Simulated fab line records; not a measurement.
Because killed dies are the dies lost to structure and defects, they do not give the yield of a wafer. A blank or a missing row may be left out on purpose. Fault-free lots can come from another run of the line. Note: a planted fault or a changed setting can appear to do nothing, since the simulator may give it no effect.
Which tool is to blame? / flow sky130 / Sampling: 6 lots, 17 wafers, 2 of 708 route steps

== WHAT THE GAUGES SHOWED, per wafer ==
SKY_VT_ADJUST_NCORE_CD_MEAS_07: target cd 380 nm.
lot=L488; measured=day 9 01:29; on=cd_sem-01; cd_nm (nm)=377 378 379
lot=L493; measured=day 10 11:14; on=cd_sem-01; cd_nm (nm)=381 380 379
lot=L495; measured=day 11 03:01; on=cd_sem-02; cd_nm (nm)=379 380 376
lot=L497; measured=day 11 15:25; on=cd_sem-02; cd_nm (nm)=381 379 382
lot=L505; measured=day 14 03:28; on=cd_sem-02; cd_nm (nm)=- -
lot=L508; measured=day 15 05:25; on=cd_sem-02; cd_nm (nm)=377 380 380

== WHAT TOOL EACH LOT RAN ON (gives the tool, then ch and the chambers of the sampled wafers, and finally the start) ==
lot=L488; SKY_VT_ADJUST_NCORE_DEVELOP_06=litho_track-01 ch 0, day 9 01:20
lot=L493; SKY_VT_ADJUST_NCORE_DEVELOP_06=litho_track-04 ch 0, day 10 11:06
lot=L495; SKY_VT_ADJUST_NCORE_DEVELOP_06=litho_track-04 ch 0, day 11 02:52
lot=L497; SKY_VT_ADJUST_NCORE_DEVELOP_06=litho_track-01 ch 0, day 11 15:16
lot=L505; SKY_VT_ADJUST_NCORE_DEVELOP_06=litho_track-03 ch 0, day 14 03:19
lot=L508; SKY_VT_ADJUST_NCORE_DEVELOP_06=litho_track-04 ch 0, day 15 05:16
- SKY_VT_ADJUST_NCORE_DEVELOP_06: develop time 60 s.

== THE ANSWER, worked out from the rows above alone ==
Rule: the lots themselves supply what counts as usual. The widest of any qualifying gaps counts: lots, ordered by their means at a reading, are off when they make up no more than a third of the lots, leave a main group of 4 or more, and stand apart from it by 3 or more times the standard deviation of that group's means. The tables above print the reading to a certain number of digits; a main group whose means all agree to those digits is not used. A lot without any number at a reading at which 4 lots or more have one is off too. All remaining lots with rows at the step are treated as sound.
Off: L505 (SKY_VT_ADJUST_NCORE_CD_MEAS_07, cd_nm). Without a number there: L505. Mean 379 nm and standard deviation 1 in the main group.
If a tool, at a process step before that reading, ran all the lots that are off and no sound lot after the first of them, it fits. Those tools and the gauges at SKY_VT_ADJUST_NCORE_CD_MEAS_07 are tried in the same way. One candidate fits, namely litho_track-03 at SKY_VT_ADJUST_NCORE_DEVELOP_06. It ran no sound lot before its first lot that is off in this sample, so the start can't be narrowed down.

== WHAT WAS PUT IN BY THE SIMULATOR ==
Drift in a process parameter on litho_track-03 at SKY_VT_ADJUST_NCORE_DEVELOP_06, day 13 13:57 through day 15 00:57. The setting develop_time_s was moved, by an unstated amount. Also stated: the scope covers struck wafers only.
Struck lots among those shown: L505. The rule given above showed the same thing.
